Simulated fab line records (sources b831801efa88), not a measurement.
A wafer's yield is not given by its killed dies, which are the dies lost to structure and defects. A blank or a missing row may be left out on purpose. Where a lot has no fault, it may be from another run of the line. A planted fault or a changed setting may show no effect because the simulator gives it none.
Chamber matching	flow sky130	SKY_VIA1_CMP_02 on cmp-01 has 4 sister chambers
The step polishes SiO2. 8 wafers are shown with their chamber, then 12 later ones without.

== EACH WAFER AND ITS CHAMBER ==
wafer	chamber	motor-current-A (A)	retaining-ring-pressure-frac
L088.4	3	12.5	1.002
L089.5	1	11.7	0.994
L090.3	2	10.9	0.998
L090.4	3	13.0	1.002
L090.5	0	11.6	1.005
L091.2	1	11.2	1.001
L091.3	2	10.6	1.003
L091.5	0	11.7	1.002

== WAFERS WITH NO CHAMBER GIVEN ==
wafer	motor-current-A (A)	retaining-ring-pressure-frac
L093.1	11.9	0.992
L093.5	11.6	1.004
L093.6	13.1	1.013
L094.2	11.0	0.995
L094.4	11.9	0.999
L094.5	11.1	1.004
L096.1	12.6	1.001
L096.2	11.9	0.995
L096.5	12.7	0.994
L095.1	12.5	1.008
L095.2	11.7	0.991
L095.4	10.8	0.996

== WHICH CHAMBER EACH ONE RAN IN ==
wafer	from the rows above	in truth
L093.1	can't be placed: 1 or 0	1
L093.5	can't be placed: 0 or 1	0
L093.6	3	3
L094.2	can't be placed: 1 or 2 or 0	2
L094.4	can't be placed: 0 or 1 or 3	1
L094.5	can't be placed: 2 or 0 or 1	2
L096.1	3	3
L096.2	can't be placed: 1 or 0 or 3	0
L096.5	3	3
L095.1	can't be placed: 3 or 0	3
L095.2	can't be placed: 1 or 0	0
L095.4	can't be placed: 2 or 1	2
3 of 12 placed correctly. Unplaceable from these rows: 9, with the true chamber sitting among the candidates in 9. Placed wrongly: 0.
How it was worked out, from the rows above alone: a wafer's distance from a chamber is the root of the sum, over the readings, of the square of ((its reading less the chamber's mean) divided by the reading's scatter). If the next closest chamber is less than 2 further off than the closest, the wafer can't be placed; otherwise it belongs to the closest. A chamber's mean is the mean of its shown wafers. The scatter: take each reading less its chamber's mean, square it, sum over the shown wafers, divide by the number of wafers less the number of chambers, and take the root.
